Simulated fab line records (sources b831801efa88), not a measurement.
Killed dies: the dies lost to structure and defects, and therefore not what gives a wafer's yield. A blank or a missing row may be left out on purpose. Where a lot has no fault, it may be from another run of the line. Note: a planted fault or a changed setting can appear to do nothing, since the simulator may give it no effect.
The tool behind it: which one? :: flow sky130 :: Sampling: 6 lots, 18 wafers, 3 of 708 route steps

== WHAT THE GAUGES READ, wafer by wafer ==
SKY_CAPM_OVL_MEAS_12.
lot: L286
measured: day 37 23:44
on: overlay-01
CAPM_OVL (nm): -0.9 -3.5 -2.8

lot: L296
measured: day 41 10:53
on: overlay-02
CAPM_OVL (nm): 1.3 -1.5 0.3

lot: L298
measured: day 41 14:52
on: overlay-02
CAPM_OVL (nm): -0.2 -1.1 1.0

lot: L300
measured: day 42 05:11
on: overlay-02
CAPM_OVL (nm): 2.3 3.7 0.9

lot: L303
measured: day 43 07:47
on: overlay-02
CAPM_OVL (nm): 2.1 2.3 0.3

lot: L305
measured: day 43 16:29
on: overlay-02
CAPM_OVL (nm): 1.3 -0.4 -0.4

== EACH LOT AND THE TOOL THAT RAN IT (in order: tool; ch and the chambers of the sampled wafers; start) ==
lot: L286
SKY_LDD_HVN_STRIP_09: plasma_asher-02 ch 0,1, day 20 17:11
SKY_METAL1_STRIP_20: plasma_asher-03 ch 0,1, day 33 06:49

lot: L296
SKY_LDD_HVN_STRIP_09: plasma_asher-02 ch 0,1, day 25 02:26
SKY_METAL1_STRIP_20: plasma_asher-01 ch 0,1, day 37 01:45

lot: L298
SKY_LDD_HVN_STRIP_09: plasma_asher-04 ch 0,1, day 25 11:29
SKY_METAL1_STRIP_20: plasma_asher-01 ch 0,1, day 37 05:19

lot: L300
SKY_LDD_HVN_STRIP_09: plasma_asher-02 ch 0,1, day 26 02:20
SKY_METAL1_STRIP_20: plasma_asher-03 ch 0,1, day 37 20:10

lot: L303
SKY_LDD_HVN_STRIP_09: plasma_asher-04 ch 0,1, day 27 09:17
SKY_METAL1_STRIP_20: plasma_asher-04 ch 0,1, day 39 00:59

lot: L305
SKY_LDD_HVN_STRIP_09: plasma_asher-02 ch 0,1, day 27 22:43
SKY_METAL1_STRIP_20: plasma_asher-01 ch 0,1, day 39 10:25
- SKY_LDD_HVN_STRIP_09: strips in O2/N2.
- SKY_METAL1_STRIP_20: strips in O2/N2.

== THE ANSWER, worked out from the rows above alone ==
Rule: usual is defined by the lots themselves. Put in order of their means at a reading, lots are off if they are a third of the lots or fewer, leave a main group of 4 or more, and stand apart from it by a gap of 3 or more times the standard deviation of the main group's means; of several such gaps the widest counts. Not used: any main group whose means are identical at the precision the tables above print for the reading. A lot without any number at a reading at which 4 lots or more have one is off too. All remaining lots with rows at the step are treated as sound.
Across all readings shown, no lot is off: no conclusion can be drawn from this.

== WHAT THE SIMULATOR HAD INSERTED ==
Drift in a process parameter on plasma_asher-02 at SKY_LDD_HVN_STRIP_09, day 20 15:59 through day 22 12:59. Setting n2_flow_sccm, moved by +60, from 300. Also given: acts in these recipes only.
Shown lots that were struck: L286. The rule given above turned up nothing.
